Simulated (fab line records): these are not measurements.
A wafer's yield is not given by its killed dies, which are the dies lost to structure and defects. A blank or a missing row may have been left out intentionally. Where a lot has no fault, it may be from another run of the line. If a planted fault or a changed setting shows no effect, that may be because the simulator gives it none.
Code-filled problem report in 8D (eight disciplines) form ; flow sky130 ; the parts of the form that need people (team, actions taken, sign-off) are left out

1. WHAT IS WRONG
POLY_GATE_CVD_00_THK at SKY_POLY_GATE_THK_MEAS_01 reads a mean of 147.0 nm on 3 wafers of 1 lot; wafers without a fault read 179.7 nm with a standard deviation of 1.9. Relative to the usual mean, that is a shift of -17 standard deviations.
First seen on wafer L355.1, day 18 02:34, on film metro-03. Wafers with a number at this step in the record: 30, from 10 lots. The rule behind "out" and "out of limits": a value lying over 4 standard deviations away from the usual mean. The rest of the wafers with a number are treated as sound.

2. WHAT IT IS AND WHAT IT IS NOT
question;is;is not
which readings at this step;POLY_GATE_CVD_00_THK;-
which lots;L355;L343, L346, L349, L350, L352, L363, L364, L365, L366
which wafers of those lots;all that have a number;-
read on which gauges;film metro-03;film metro-01, film metro-04
when;from day 18 02:34;"up to then (15 sound wafers); but 12 sound wafers of L363, L364, L365, L366 came after"

3. WHAT RULES OUT EACH SUSPECT
Counting: a tool at any process step up to the reading remains a suspect when it ran all the lots that are out and ran no sound lot after the first of those.
- the gauge at SKY_POLY_GATE_THK_MEAS_01 has been ruled out. All the wafers that are out were read on film metro-03, but those of them that SKY_POLY_GATE_CVD_00 has rows for are out there too, on other tools.
- lpcvd-01 at SKY_POLY_GATE_CVD_00 (deposits poly-Si, target thk 180 nm, time 720 s): ruled out as a lasting fault. After its first lot that is out, L355 (day 18 01:22), sound lots L363, L364, L365, L366 ran on it.
Left after counting: nothing in the record.

4. THE CAUSE (what the simulator had put in)
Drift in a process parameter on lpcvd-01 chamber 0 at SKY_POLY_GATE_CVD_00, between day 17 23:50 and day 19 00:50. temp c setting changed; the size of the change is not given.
The count ruled it out by mistake, since the rule takes a fault to strike every lot its tool runs from the start of the fault on, and this one did not do so.

5. THE CHAIN OF EFFECTS, in route order
One row per reading whose mean, taken over the struck wafers that have a number, lies over 3 standard deviations from the usual. Only readings for which the record gives a usual standard deviation are gone through. hours: the time from each lot's start at the first step in this table that gives one to its start at this step, as a median over the lots. sigmas: the change in usual standard deviations.
hours;step;reading;usual;on struck wafers;change;sigmas
0;SKY_POLY_GATE_CVD_00;spike tc bottom C;641.3 C;634.4;-6.9;-5.3
0;SKY_POLY_GATE_CVD_00;spike tc centre C;620.3 C;611.3;-9.0;-9.0
0;SKY_POLY_GATE_CVD_00;spike tc lower C;621.5 C;612.9;-8.6;-8.6
0;SKY_POLY_GATE_CVD_00;spike tc top C;638.5 C;631.0;-7.5;-4.4
0;SKY_POLY_GATE_CVD_00;spike tc upper C;620.6 C;611.5;-9.1;-9.2
1;SKY_POLY_GATE_THK_MEAS_01;POLY_GATE_CVD_00_THK;179.7 nm;147.0;-32.7;-17
65;SKY_POLY_GATE_ETCH_17;oes product au;0.982 a.u.;0.861;-0.121;-15
The process steps in it:
- SKY_POLY_GATE_CVD_00: deposits poly-Si, target thk 180 nm, time 720 s.
- SKY_POLY_GATE_ETCH_17: etches poly-Si in HBr/Cl2, stops on SiO2, target depth 180 nm, time 70.5 s.
At these later measuring or inspecting steps, every struck wafer for which the step has a row has a number for every such reading, and none has moved that far: SKY_VIA3_CD_MEAS_12.

6. WHAT WOULD HAVE CAUGHT IT SOONER
3 hours passed between the start of the fault at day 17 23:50 and the first reading out of limits at a measuring or inspecting step in this record, taken at day 18 02:34.
The tool's own readings at SKY_POLY_GATE_CVD_00 were out on every struck wafer that the step has a row for (spike tc bottom C, spike tc centre C, spike tc lower C, spike tc upper C): an alarm limit on them would have fired on the first of those.
